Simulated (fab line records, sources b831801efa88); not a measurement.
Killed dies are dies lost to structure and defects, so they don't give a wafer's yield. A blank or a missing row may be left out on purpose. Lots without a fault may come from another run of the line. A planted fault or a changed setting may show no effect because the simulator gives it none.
fab line records | flow sky130
record lots=11 wafers=33 last_day=50
route steps=708 shown METAL2@499 METAL3@532 CAPM@537
lots that met no fault: from a run of the same line without faults
start_h: hours from the record's first day to the start of the lot's first wafer shown | wait_h: hours since the lot's step before | " the same as in the row above | L1.1+2: a row that stands for several wafers | - no value, or no start given | * or withheld: withheld | < > ~ a bound
route shown NAME@n: a module of which the file shows steps, and the number in the route of the first | usual: mean/standard deviation of fault-free wafers | same: alike in all rows | chamber/n: place in a boat | sites: the reading at each site | _std_site: their standard deviation | _edge_site: outer sites' mean less inner sites' | radius_mm: how far each site lies from the wafer's centre | mask NAME#n: copy n | behind: the tool/chamber that last shaped the wafer | hold: why the lot was held/for how many hours/how that ended | device: the transistor (n, p or np) that didn't switch | end of line: the same wafers' tests at the end of the route | a step without rows: its recipe alone | killed: dies lost to structure and defects at the first sort, not the wafer's yield | map: a wafer's dies, x killed, . not, _ none there
set.NAME: the setting as run; set.NAME@STEP: as run at that earlier step | model.NAME: the simulator's own value behind a step, which no gauge read
steps of the route over a sample of lots; a table a step, a row a wafer
services: from which hour (start_h, from the record's first day; less than 0 if before it) a tool's chamber was out of use, for how many hours, and why
## steps
# step SKY_METAL2_OVL_MEAS_16
# usual METAL2_OVL=1/6
# columns lot.wafer tool chamber start_h wait_h METAL2_OVL[nm]
L620.1 overlay-02 - 851.93 0.1 13
L620.2 " - " " 8
L620.6 " - " " 6
L621.1 overlay-02 - 857.99 0.1 7
L621.4 " - " " 1
L621.5 " - " " 2
L622.2 overlay-01 - 859.82 0.1 2
L622.5 " - " " 8
L622.6 " - " " 5
L623.3 overlay-01 - 865.27 0.1 0
L623.4 " - " " 5
L623.6 " - " " 3
L625.1 overlay-02 - 879.39 0.1 2
L625.4 " - " " 9
L625.6 " - " " 12
L626.2 overlay-02 - 900.79 0.1 -12
L626.3 " - " " 1
L626.5 " - " " 4
L628.3 overlay-02 - 907.15 0.1 -1
L628.5 " - " " 3
L628.6 " - " " 4
L629.2 overlay-01 - 913.35 0.1 -10
L629.4 " - " " -5
L629.5 " - " " -6
L630.3 overlay-01 - 932.40 0.1 -12
L630.4 " - " " -4
L630.6 " - " " -1
L635.2 overlay-02 - 952.09 0.1 0
L635.5 " - " " 0
L635.6 " - " " -6
L637.2 overlay-01 - 968.90 0.1 13
L637.4 " - " " 9
L637.6 " - " " 10
# step SKY_METAL3_SPUTTER_00
# recipe material=Ti target_thk_nm=15 power_w=3000 time_s=10 chamber_pressure_pa=0.4
# usual throttle_valve_pct=30.4/0.88
# columns lot.wafer tool chamber start_h wait_h throttle_valve_pct
L620.1 pvd_sputter-02 - 880.80 0.2 30.2
L620.2 " - " " 30.5
L620.6 " - " " 29.4
L621.1 pvd_sputter-01 - 887.55 0.2 29.3
L621.4 " - " " 29.6
L621.5 " - " " 29.5
L622.2 pvd_sputter-04 - 888.71 0.1 30.8
L622.5 " - " " 31.2
L622.6 " - " " 31.6
L623.3 pvd_sputter-04 - 894.61 0.1 31.2
L623.4 " - " " 30.7
L623.6 " - " " 30.6
L625.1 pvd_sputter-04 - 907.26 0.1 31.4
L625.4 " - " " 27.9
L625.6 " - " " 28.4
L626.2 pvd_sputter-02 - 929.50 0.2 29.9
L626.3 " - " " 31.2
L626.5 " - " " 29.9
L628.3 pvd_sputter-02 - 934.95 0.1 30.9
L628.5 " - " " 29.7
L628.6 " - " " 31.2
L629.2 pvd_sputter-01 - 940.95 0.1 31.3
L629.4 " - " " 29.4
L629.5 " - " " 30.2
L630.3 pvd_sputter-02 - 960.18 0.1 29.6
L630.4 " - " " 30.0
L630.6 " - " " 29.7
L635.2 pvd_sputter-01 - 978.73 0.1 29.7
L635.5 " - " " 31.5
L635.6 " - " " 30.1
L637.2 pvd_sputter-02 - 994.51 0.2 29.6
L637.4 " - " " 29.9
L637.6 " - " " 31.0
# step SKY_CAPM_CVD_00
# recipe material=SiO2 target_thk_nm=15.5 temp_c=400 time_s=withheld rf_w=450
# usual heater_power_w=707/87 susceptor_temp_C=400.03/0.21
# columns lot.wafer tool chamber start_h wait_h heater_power_w susceptor_temp_C
L620.1 pecvd-03 1 880.96 0.0 852 400.09
L620.2 " 2 " " 802 399.80
L620.6 " 2 " " 787 400.00
L621.1 pecvd-02 1 887.70 0.0 698 399.99
L621.4 " 0 " " 602 400.29
L621.5 " 1 " " 690 400.14
L622.2 pecvd-03 0 888.86 0.0 896 399.83
L622.5 " 2 " " 863 400.22
L622.6 " 0 " " 896 399.76
L623.3 pecvd-01 1 894.76 0.0 607 400.08
L623.4 " 0 " " 594 399.70
L623.6 " 1 " " 619 400.15
L625.1 pecvd-01 0 907.41 0.0 669 399.81
L625.4 " 2 " " 811 399.92
L625.6 " 0 " " 652 399.98
L626.2 pecvd-02 2 929.65 0.0 662 400.24
L626.3 " 0 " " 622 399.94
L626.5 " 2 " " 651 399.84
L628.3 pecvd-02 0 938.95 0.0 708 400.20
L628.5 " 2 " " 668 399.91
L628.6 " 1 " " 642 400.72
L629.2 pecvd-02 0 941.11 0.0 711 400.11
L629.4 " 1 " " 615 399.75
L629.5 " 0 " " 715 400.06
L630.3 pecvd-02 0 960.34 0.0 581 399.99
L630.4 " 2 " " 739 400.08
L630.6 " 0 " " 604 399.86
L635.2 pecvd-02 0 978.88 0.0 642 400.03
L635.5 " 2 " " 725 399.81
L635.6 " 0 " " 655 399.53
L637.2 pecvd-01 1 994.67 0.0 594 400.28
L637.4 " 2 " " 700 400.20
L637.6 " 0 " " 675 399.85
# step SKY_CAPM_THK_MEAS_01
# recipe reads=SiO2_of_CAPM_CVD_00
# usual CAPM_CVD_00_THK=15.53/0.21
# columns lot.wafer tool chamber start_h wait_h CAPM_CVD_00_THK[nm]
L620.1 film_metro-03 - 880.98 - 15.56
L620.2 " - " " 15.46
L620.6 " - " " 15.86
L621.1 film_metro-01 - 887.73 - 15.39
L621.4 " - " " 15.67
L621.5 " - " " 15.55
L622.2 film_metro-03 - 888.89 - 15.09
L622.5 " - " " 15.32
L622.6 " - " " 15.38
L623.3 film_metro-03 - 894.81 - 15.57
L623.4 " - " " 15.81
L623.6 " - " " 15.63
L625.1 film_metro-02 - 907.43 - 15.60
L625.4 " - " " 15.73
L625.6 " - " " 15.91
L626.2 film_metro-03 - 929.69 - 15.26
L626.3 " - " " 15.22
L626.5 " - " " 15.47
L628.3 film_metro-01 - 938.99 - 15.22
L628.5 " - " " 15.28
L628.6 " - " " 15.43
L629.2 film_metro-02 - 941.14 - 15.37
L629.4 " - " " 15.38
L629.5 " - " " 15.55
L630.3 film_metro-02 - 960.38 - 15.39
L630.4 " - " " 15.60
L630.6 " - " " 15.58
L635.2 film_metro-02 - 978.91 - 15.47
L635.5 " - " " 18.41
L635.6 " - " " 15.63
L637.2 film_metro-03 - 994.70 - 15.72
L637.4 " - " " 15.72
L637.6 " - " " 15.82
# step SKY_CAPM_OVL_MEAS_12
# usual CAPM_OVL=-0.2/1.6
# columns lot.wafer tool chamber start_h wait_h CAPM_OVL[nm]
L620.1 overlay-01 - 906.67 0.1 -2.1
L620.2 " - " " -1.8
L620.6 " - " " -1.7
L621.1 overlay-02 - 913.01 0.1 -4.0
L621.4 " - " " -2.7
L621.5 " - " " -4.0
L622.2 overlay-02 - 913.67 0.1 0.8
L622.5 " - " " 0.6
L622.6 " - " " 1.1
L623.3 overlay-02 - 920.13 0.1 -0.6
L623.4 " - " " 1.5
L623.6 " - " " 0.6
L625.1 overlay-02 - 932.57 0.1 0.8
L625.4 " - " " 0.6
L625.6 " - " " 0.5
L626.2 overlay-02 - 954.63 0.1 1.7
L626.3 " - " " 0.1
L626.5 " - " " 2.1
L628.3 overlay-02 - 963.43 0.1 -1.1
L628.5 " - " " -0.9
L628.6 " - " " -0.7
L629.2 overlay-01 - 965.67 0.1 0.8
L629.4 " - " " 1.5
L629.5 " - " " 2.1
L630.3 overlay-01 - 984.28 0.1 -1.1
L630.4 " - " " -0.1
L630.6 " - " " -1.1
L635.2 overlay-02 - 1003.42 0.1 0.8
L635.5 " - " " 0.9
L635.6 " - " " -0.9
L637.2 overlay-02 - 1018.22 0.1 1.1
L637.4 " - " " 1.1
L637.6 " - " " 1.3
# step SKY_METAL3_ETCH_17
# recipe target=SiO2 stop_on=TiN chemistry=C4F8/O2/Ar source_w=1500 bias_w=1200 pressure_mtorr=40 c4f8_flow_sccm=withheld O2_flow_sccm=6 Ar_flow_sccm=300 time_s=3.9 target_depth_a=150
# usual oes_product_au=0.736/0.0073
# columns lot.wafer tool chamber start_h wait_h oes_product_au rf_hours_counter_h
L620.1 rie_diel-03 1 931.91 0.1 0.732 7
L620.2 " 0 " " 0.737 11
L620.6 " 3 " " 0.729 -
L621.1 rie_diel-03 3 939.03 0.1 0.729 8
L621.4 " 0 " " 0.739 11
L621.5 " 2 " " 0.741 -
L622.2 rie_diel-04 3 939.38 0.1 0.721 11
L622.5 " 2 " " 0.733 -
L622.6 " 1 " " 0.730 -
L623.3 rie_diel-02 3 946.00 0.0 0.733 9
L623.4 " 1 " " 0.746 20
L623.6 " 2 " " 0.739 -
L625.1 rie_diel-02 2 958.18 0.1 0.735 11
L625.4 " 0 " " 0.736 9
L625.6 " 1 " " 0.745 -
L626.2 rie_diel-04 2 981.28 0.1 0.735 7
L626.3 " 1 " " 0.730 11
L626.5 " 0 " " 0.725 -
L628.3 rie_diel-03 3 987.53 0.0 0.727 9
L628.5 " 0 " " 0.732 -
L628.6 " 1 " " 0.736 -
L629.2 rie_diel-04 2 990.20 0.1 0.731 7
L629.4 " 3 " " 0.732 12
L629.5 " 0 " " 0.730 -
L630.3 rie_diel-04 0 1008.23 0.0 0.734 13
L630.4 " 2 " " 0.733 8
L630.6 " 0 " " 0.745 -
L635.2 rie_diel-03 2 1027.43 0.1 0.721 0
L635.5 " 0 " " 0.810 -
L635.6 " 3 " " 0.741 -
L637.2 rie_diel-03 2 1041.40 0.1 0.740 1
L637.4 " 1 " " 0.733 10
L637.6 " 1 " " 0.741 -
## services
# columns tool chamber start_h hours kind
pvd_sputter-04 0 866.19 - consumable_replace:kit
pecvd-02 - 869.14 2.4 repair
pvd_sputter-04 - 873.00 7.7 repair
pecvd-02 2 886.65 7.7 repair
rie_diel-02 1 892.96 12.4 repair
pecvd-01 - 898.41 2.0 repair
pecvd-01 - 904.41 2.8 pm
rie_diel-04 1 924.52 6.0 repair
pecvd-03 - 940.24 28.1 pm
rie_diel-02 2 952.27 3.4 repair
rie_diel-04 0 961.20 2.6 repair
pecvd-02 2 985.66 5.5 scheduled_down
pecvd-02 1 994.35 11.6 repair
rie_diel-03 3 998.53 2.7 repair
rie_diel-03 2 1006.21 - clean
rie_diel-03 2 1006.21 14.3 scheduled_down
rie_diel-03 2 1006.21 14.3 vent_cycle
pvd_sputter-02 0 1008.38 - consumable_replace:kit
pvd_sputter-02 0 1008.38 18.0 scheduled_down
pvd_sputter-02 0 1008.38 18.0 vent_cycle
rie_diel-04 3 1010.36 5.4 repair
pecvd-02 0 1022.34 5.5 scheduled_down
rie_diel-03 1 1029.39 3.1 repair
rie_diel-02 3 1038.21 2.6 repair
## key
first_sign step=SKY_CAPM_THK_MEAS_01 reading=CAPM_CVD_00_THK direction=up sigmas=14 usual=15.53 struck=18.41
effect step=SKY_METAL3_ETCH_17 reading=oes_product_au direction=up sigmas=10 usual=0.736 struck=0.810
met_at SKY_CAPM_CVD_00
struck_lots L635
struck_wafers L635.5
not_acting_at SKY_METAL2_OVL_MEAS_16,SKY_METAL3_SPUTTER_00,SKY_CAPM_OVL_MEAS_12
onset_between 960.34 978.88
fault kind=process_parameter_drift tool=pecvd-02 chamber=2 onset_h=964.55 steps=SKY_CAPM_CVD_00 channel=time_s offset=withheld shape=step end_h=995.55 acts_in=*
